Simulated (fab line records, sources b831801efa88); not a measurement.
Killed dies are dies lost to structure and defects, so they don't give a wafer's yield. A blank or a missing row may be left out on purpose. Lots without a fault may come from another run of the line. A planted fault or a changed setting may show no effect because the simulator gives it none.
fab line records | flow sky130
record lots=5 wafers=15 last_day=50
route steps=708 shown GATE_OXIDE@198 POLY_GATE@204 RES_PROTECT@206 PAD_OPEN@708
lots that met no fault: from a run of the same line without faults
start_h: hours from the record's first day to the start of the lot's first wafer shown | wait_h: hours since the lot's step before | " the same as in the row above | L1.1+2: a row that stands for several wafers | - no value, or no start given | * or withheld: withheld | < > ~ a bound
route shown NAME@n: a module of which the file shows steps, and the number in the route of the first | usual: mean/standard deviation of fault-free wafers | same: alike in all rows | chamber/n: place in a boat | sites: the reading at each site | _std_site: their standard deviation | _edge_site: outer sites' mean less inner sites' | radius_mm: how far each site lies from the wafer's centre | mask NAME#n: copy n | behind: the tool/chamber that last shaped the wafer | hold: why the lot was held/for how many hours/how that ended | device: the transistor (n, p or np) that didn't switch | end of line: the same wafers' tests at the end of the route | a step without rows: its recipe alone | killed: dies lost to structure and defects at the first sort, not the wafer's yield | map: a wafer's dies, x killed, . not, _ none there
set.NAME: the setting as run; set.NAME@STEP: as run at that earlier step | model.NAME: the simulator's own value behind a step, which no gauge read
lots at some steps of the route; a table a step, a row a wafer
services: from which hour (start_h, from the record's first day; less than 0 if before it) a tool's chamber was out of use, for how many hours, and why
## steps
# step SKY_GATE_OXIDE_IMPLANT_11
# recipe species=B energy_kev=10 dose_cm2=2.6e+12 tilt_deg=withheld
# step SKY_GATE_OXIDE_WET_ETCH_12
# recipe chemistry=dHF target_depth_nm=16.8 dry=n2_spin target=SiO2 dilution=100:1 temp_c=25 time_s=336
# step SKY_GATE_OXIDE_STRIP_13
# recipe chemistry=O2/N2 power_w=1400 pressure_mtorr=1500 platen_temp_c=withheld o2_flow_sccm=3000 n2_flow_sccm=300 overash_fraction=0.5
# usual drypump_motor_current_A=5.7/0.39 oes_product_au=0.716/0.0043 strip_time_to_endpoint_s=14.13/0.046
# columns lot.wafer tool chamber start_h wait_h drypump_motor_current_A oes_product_au rf_hours_counter_h strip_time_to_endpoint_s
L862.3 plasma_asher-01 0 307.95 0.0 5.6 0.724 - 14.23
L862.4 " 1 " " 4.9 0.709 - 14.24
L862.6 " 1 " " 4.9 0.715 - 14.23
L867.3 plasma_asher-03 1 354.18 0.0 5.7 0.712 - 14.15
L867.5 " 1 " " 5.7 0.714 - 14.14
L867.6 " 0 " " 5.9 0.715 - 14.12
L871.1 plasma_asher-02 1 392.96 0.0 6.0 0.723 27 14.04
L871.4 " 0 " " 6.0 0.710 - 14.07
L871.5 " 0 " " 6.0 0.723 - 14.04
L878.2 plasma_asher-01 1 483.92 0.0 4.9 0.706 79 14.11
L878.4 " 0 " " 5.6 0.715 - 14.08
L878.5 " 0 " " 5.6 0.717 - 14.09
L884.2 plasma_asher-02 1 501.84 0.0 6.0 0.718 38 14.19
L884.4 " 0 " " 6.0 0.715 - 14.19
L884.5 " 0 " " 6.0 0.711 - 14.16
# step SKY_GATE_OXIDE_TW_MEAS_14
# usual GATE_OXIDE_TW=222.8/2
# columns lot.wafer tool chamber start_h wait_h GATE_OXIDE_TW
L862.3 film_metro-04 - 308.03 0.1 221.9
L862.4 " - " " 220.2
L862.6 " - " " 221.5
L867.3 film_metro-04 - 354.26 0.1 221.9
L867.5 " - " " 221.1
L867.6 " - " " 221.8
L871.1 film_metro-04 - 393.06 0.1 222.1
L871.4 " - " " 221.1
L871.5 " - " " 220.0
L878.2 film_metro-03 - 484.03 0.1 221.8
L878.4 " - " " 222.7
L878.5 " - " " 223.2
L884.2 film_metro-04 - 501.95 0.1 222.2
L884.4 " - " " 222.0
L884.5 " - " " 223.2
# step SKY_GATE_OXIDE_CLEAN_15
# recipe chemistry=SC1/SC2 mix=1:4:20 temp_c=70 time_s=150 dry=n2_spin
# step SKY_GATE_OXIDE_OXIDATION_16
# recipe temp_c=800 ambient=O2 idle_temp_c=700 ramp_up_c_per_min=10 ramp_down_c_per_min=3 stabilise_s=600 purge_s=300 target_thk_a=35.7 ox_time_s=1915
# step SKY_POLY_GATE_CVD_00
# recipe material=poly-Si target_thk_nm=180 temp_c=620 time_s=720 pressure_mtorr=200
# step SKY_POLY_GATE_THK_MEAS_01
# recipe reads=poly-Si_of_POLY_GATE_CVD_00
# usual POLY_GATE_CVD_00_THK=179.6/2.1
# columns lot.wafer tool chamber start_h wait_h POLY_GATE_CVD_00_THK[nm]
L862.3 film_metro-04 - 311.71 0.0 184.1
L862.4 " - " " 183.5
L862.6 " - " " 182.9
L867.3 film_metro-04 - 359.57 0.0 181.2
L867.5 " - " " 181.6
L867.6 " - " " 181.8
L871.1 film_metro-02 - 395.91 0.0 179.1
L871.4 " - " " 178.5
L871.5 " - " " 179.6
L878.2 film_metro-03 - 487.48 0.0 176.5
L878.4 " - " " 178.2
L878.5 " - " " 178.9
L884.2 film_metro-02 - 504.79 0.0 180.5
L884.4 " - " " 182.4
L884.5 " - " " 182.6
# step SKY_RES_PROTECT_DEHYDRATE_00
# recipe temp_c=200 time_s=60
# step SKY_RES_PROTECT_HMDS_01
# recipe prime_time_s=60 prime_temp_c=120
# step SKY_RES_PROTECT_COAT_02
# recipe resist=NOVOLAK spin_rpm=3000 resist_thk_nm=1140
# step SKY_RES_PROTECT_SOFTBAKE_03
# recipe temp_c=90 time_s=60 resist=NOVOLAK
# step SKY_RES_PROTECT_EXPOSE_04
# recipe mask_id=RPM na=0.6 source_shape=conventional sigma_outer=0.6 polarization=unpolarized target_cd_nm=1270 dose_mj=131
# columns lot.wafer tool chamber start_h wait_h mask
L862.3+4+6 iline_stepper-02 0 325.02 - RPM#0
L867.3+5+6 iline_stepper-02 0 373.74 - RPM#0
L871.1+4+5 iline_stepper-02 0 410.36 - TUNM#0
L878.2+4+5 iline_stepper-01 0 502.63 - RPM#0
L884.2+4+5 iline_stepper-01 0 520.59 - RPM#0
# step SKY_RES_PROTECT_PEB_05
# recipe temp_c=withheld time_s=* resist=NOVOLAK
# step SKY_RES_PROTECT_DEVELOP_06
# recipe resist=NOVOLAK developer=TMAH develop_time_s=60 dev_temp_c=23
# step SKY_POLY_GATE_IMPLANT_02
# recipe species=P energy_kev=30 dose_cm2=7.518e+15 tilt_deg=0
# step SKY_RES_PROTECT_STRIP_07
# recipe chemistry=O2/N2 power_w=1400 pressure_mtorr=1500 platen_temp_c=withheld o2_flow_sccm=3000 n2_flow_sccm=300 overash_fraction=0.5
# usual drypump_motor_current_A=5.75/0.27 oes_product_au=0.519/0.0044 strip_time_to_endpoint_s=23.20/0.039
# columns lot.wafer tool chamber start_h wait_h drypump_motor_current_A oes_product_au rf_hours_counter_h strip_time_to_endpoint_s
L862.3 plasma_asher-02 0 338.77 0.1 6.00 0.520 - 23.22
L862.4 " 1 " " 6.02 0.523 - 23.26
L862.6 " 1 " " 6.01 0.520 - 23.25
L867.3 plasma_asher-04 1 388.42 0.1 5.29 0.520 - 23.22
L867.5 " 0 " " 5.51 0.524 - 23.19
L867.6 " 1 " " 5.30 0.521 - 23.16
L871.1 plasma_asher-02 0 425.18 0.2 6.02 0.516 29 23.17
L871.4 " 1 " " 6.01 0.516 - 23.14
L871.5 " 0 " " 5.98 0.515 - 23.19
L878.2 plasma_asher-03 1 518.22 0.1 5.74 0.507 68 23.14
L878.4 " 0 " " 5.87 0.517 - 23.16
L878.5 " 1 " " 5.73 0.523 - 23.17
L884.2 plasma_asher-03 1 535.79 0.1 5.78 0.516 70 23.23
L884.4 " 0 " " 5.81 0.511 - 23.22
L884.5 " 0 " " 5.81 0.515 - 23.20
# step SKY_RES_PROTECT_TW_MEAS_08
# usual POLY_GATE_TW=4039/50
# columns lot.wafer tool chamber start_h wait_h POLY_GATE_TW
L862.3 film_metro-04 - 338.86 0.1 3959
L862.4 " - " " 3956
L862.6 " - " " 3962
L867.3 film_metro-04 - 388.51 0.1 3975
L867.5 " - " " 3967
L867.6 " - " " 3998
L871.1 film_metro-02 - 425.28 0.1 30
L871.4 " - " " 30
L871.5 " - " " 30
L878.2 film_metro-01 - 518.33 0.1 4032
L878.4 " - " " 4038
L878.5 " - " " 4034
L884.2 film_metro-04 - 535.90 0.1 3993
L884.4 " - " " 4006
L884.5 " - " " 3998
# step SKY_RES_PROTECT_CLEAN_09
# recipe chemistry=SC1/SC2 mix=1:4:20 temp_c=70 time_s=150 dry=n2_spin
# step SKY_PAD_OPEN_PROBE_99
# usual killed_at_M0_to_M3=43/6.2 killed_at_M4_up=2.8/1.7 killed_at_contacts=24/4.8 killed_at_front_end=15/4.3 killed_at_other=0.3/0.55 killed_dies=85/8.4 killed_open=46/6.7 killed_short=38/6.2
# same gross_dies=492 killed_at_back_side=0
# columns lot.wafer tool chamber start_h wait_h killed_at_M0_to_M3 killed_at_M4_up killed_at_contacts killed_at_front_end killed_at_other killed_dies killed_open killed_short
L862.3 prober-02 - 1071.33 0.2 33 3 21 10 0 67 35 32
L862.4 prober-02 - 1071.38 0.2 50 1 25 14 0 90 45 45
L862.6 prober-02 - 1071.48 0.2 44 5 22 16 0 87 52 34
L867.3 prober-01 - 1107.59 0.2 42 2 23 16 0 83 52 31
L867.5 prober-01 - 1107.69 0.2 43 2 27 16 0 88 48 40
L867.6 prober-01 - 1107.74 0.2 43 3 30 7 0 83 44 38
L871.1 prober-01 - 1131.60 0.1 43 1 29 12 0 85 50 35
L871.4 prober-01 - 1131.75 0.2 43 4 19 17 0 83 41 41
L871.5 prober-01 - 1131.80 0.2 47 3 20 9 0 79 39 40
L878.2 prober-02 - 1190.58 0.1 53 2 28 6 1 90 48 42
L878.4 prober-02 - 1190.68 0.2 48 7 25 14 1 95 43 52
L878.5 prober-02 - 1190.73 0.2 41 3 22 20 1 87 47 39
L884.2 prober-01 - 1197.98 0.1 42 2 30 9 1 84 48 36
L884.4 prober-01 - 1198.08 0.2 45 1 20 9 0 75 45 30
L884.5 prober-01 - 1198.13 0.2 36 2 28 21 0 87 51 36
# killed by level:class
L862.3 CONTACT:geometric_particle:open=11 VIA2:geometric_particle:open=7 FIELD_ISO:geometric_particle:short=6 METAL1:geometric_particle:short=5 VIA3:geometric_particle:open=5 LI_CONTACT:geometric_particle:short=4 CONTACT:geometric_particle:short=4 VIA1:geometric_particle:open=4
L862.4 VIA1:geometric_particle:open=15 VIA1:geometric_particle:short=10 METAL1:geometric_particle:short=8 CONTACT:geometric_particle:open=7 LI_CONTACT:geometric_particle:open=6 CONTACT:geometric_particle:short=6 FIELD_ISO:geometric_particle:short=5 VIA3:geometric_particle:open=5
L862.6 VIA1:geometric_particle:open=15 VIA3:geometric_particle:open=12 CONTACT:geometric_particle:open=9 CONTACT:geometric_particle:short=6 FIELD_ISO:geometric_particle:open=5 FIELD_ISO:geometric_particle:short=5 METAL2:geometric_particle:short=5 METAL4:geometric_particle:short=4
L867.3 VIA2:geometric_particle:open=9 LI_CONTACT:geometric_particle:open=9 CONTACT:geometric_particle:open=7 VIA1:geometric_particle:open=7 VIA3:geometric_particle:open=6 FIELD_ISO:geometric_particle:open=4 VIA2:geometric_particle:short=4 METAL3:geometric_particle:short=4
L867.5 CONTACT:geometric_particle:open=12 VIA1:geometric_particle:open=11 METAL2:geometric_particle:short=9 POLY_GATE:geometric_particle:short=8 LI_CONTACT:geometric_particle:open=7 METAL1:geometric_particle:short=7 VIA2:geometric_particle:open=6 FIELD_ISO:geometric_particle:short=4
L867.6 CONTACT:geometric_particle:open=14 METAL2:geometric_particle:short=7 VIA1:geometric_particle:open=7 VIA2:geometric_particle:open=6 VIA1:geometric_particle:short=6 VIA3:geometric_particle:open=6 LI_CONTACT:geometric_particle:open=5 LOCAL_INTERCONNECT:geometric_particle:short=5
L871.1 CONTACT:geometric_particle:open=13 VIA1:geometric_particle:open=9 VIA2:geometric_particle:open=8 LI_CONTACT:geometric_particle:open=7 VIA1:geometric_particle:short=5 METAL1:geometric_particle:short=5 METAL2:geometric_particle:short=5 VIA3:geometric_particle:open=5
L871.4 VIA1:geometric_particle:open=11 VIA1:geometric_particle:short=7 POLY_GATE:geometric_particle:open=5 METAL1:geometric_particle:short=5 VIA2:geometric_particle:open=5 FIELD_ISO:geometric_particle:open=4 FIELD_ISO:geometric_particle:short=4 CONTACT:geometric_particle:open=4
L871.5 VIA3:geometric_particle:open=9 CONTACT:geometric_particle:open=8 VIA1:geometric_particle:open=8 CONTACT:geometric_particle:short=6 VIA1:geometric_particle:short=5 VIA2:geometric_particle:open=5 METAL3:geometric_particle:short=5 VIA3:geometric_particle:short=5
L878.2 VIA1:geometric_particle:open=12 CONTACT:geometric_particle:open=11 METAL1:geometric_particle:short=8 VIA3:geometric_particle:open=8 CONTACT:geometric_particle:short=6 LI_CONTACT:geometric_particle:open=6 METAL3:geometric_particle:short=5 LOCAL_INTERCONNECT:geometric_particle:short=4
L878.4 CONTACT:geometric_particle:open=9 METAL1:geometric_particle:short=8 VIA1:geometric_particle:open=8 CONTACT:geometric_particle:short=6 VIA1:geometric_particle:short=6 VIA3:geometric_particle:open=6 LI_CONTACT:geometric_particle:open=5 VIA2:geometric_particle:short=4
L878.5 LI_CONTACT:geometric_particle:open=9 VIA3:geometric_particle:open=9 VIA1:geometric_particle:open=7 FIELD_ISO:geometric_particle:short=5 POLY_GATE:geometric_particle:short=5 CONTACT:geometric_particle:open=5 METAL2:geometric_particle:short=4 METAL1:geometric_particle:short=4
L884.2 CONTACT:geometric_particle:open=12 VIA3:geometric_particle:open=10 VIA1:geometric_particle:open=8 LI_CONTACT:geometric_particle:open=8 VIA1:geometric_particle:short=6 METAL1:geometric_particle:short=5 LI_CONTACT:geometric_particle:short=4 CONTACT:geometric_particle:short=4
L884.4 VIA1:geometric_particle:open=8 VIA2:geometric_particle:open=8 LI_CONTACT:geometric_particle:open=7 VIA3:geometric_particle:open=7 METAL2:geometric_particle:short=6 FIELD_ISO:geometric_particle:short=5 CONTACT:geometric_particle:open=5 METAL1:geometric_particle:short=4
L884.5 CONTACT:geometric_particle:open=12 VIA1:geometric_particle:open=9 LI_CONTACT:geometric_particle:open=7 VIA3:geometric_particle:open=7 SPACER:geometric_particle:short=6 METAL1:geometric_particle:short=6 LI_CONTACT:geometric_particle:short=5 FIELD_ISO:geometric_particle:open=4
## services
# columns tool chamber start_h hours kind
plasma_asher-03 - 323.88 0.4 repair
plasma_asher-01 - 340.91 1.2 repair
iline_stepper-02 - 375.51 4.4 pm
iline_stepper-02 0 384.13 - calibration
plasma_asher-02 - 401.10 14.6 pm
plasma_asher-04 - 421.25 9.0 pm
plasma_asher-04 0 421.25 9.0 vent_cycle
plasma_asher-04 1 421.25 9.0 vent_cycle
plasma_asher-03 - 421.36 11.0 repair
iline_stepper-01 - 426.89 1.7 pm
plasma_asher-04 0 430.25 - clean
plasma_asher-04 1 430.25 - clean
plasma_asher-02 - 493.98 0.4 repair
iline_stepper-02 - 497.33 1.7 pm
iline_stepper-01 0 498.42 - calibration
iline_stepper-02 - 511.53 4.5 repair
iline_stepper-02 - 526.30 10.4 repair
## key
first_sign step=SKY_RES_PROTECT_EXPOSE_04 reading=mask direction=changed
effect step=SKY_RES_PROTECT_TW_MEAS_08 reading=POLY_GATE_TW direction=down sigmas=81 usual=4039 struck=30
met_at SKY_RES_PROTECT_EXPOSE_04
struck_wafers L871.1,L871.4,L871.5
tester_left_out L871
onset_between 373.74 410.36
fault kind=wrong_mask tool=any chamber=- onset_h=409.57 steps=SKY_RES_PROTECT_EXPOSE_04 aux_copy=TUNM#0 scope=struck_lots_only
# tester_left_out: of these lots the tester's yield and bins aren't shown, on N5 and GAA mostly nor the transistor test; their killed dies are dies lost to structure and defects alone, not to doping, threshold or leakage, so they don't give the yield
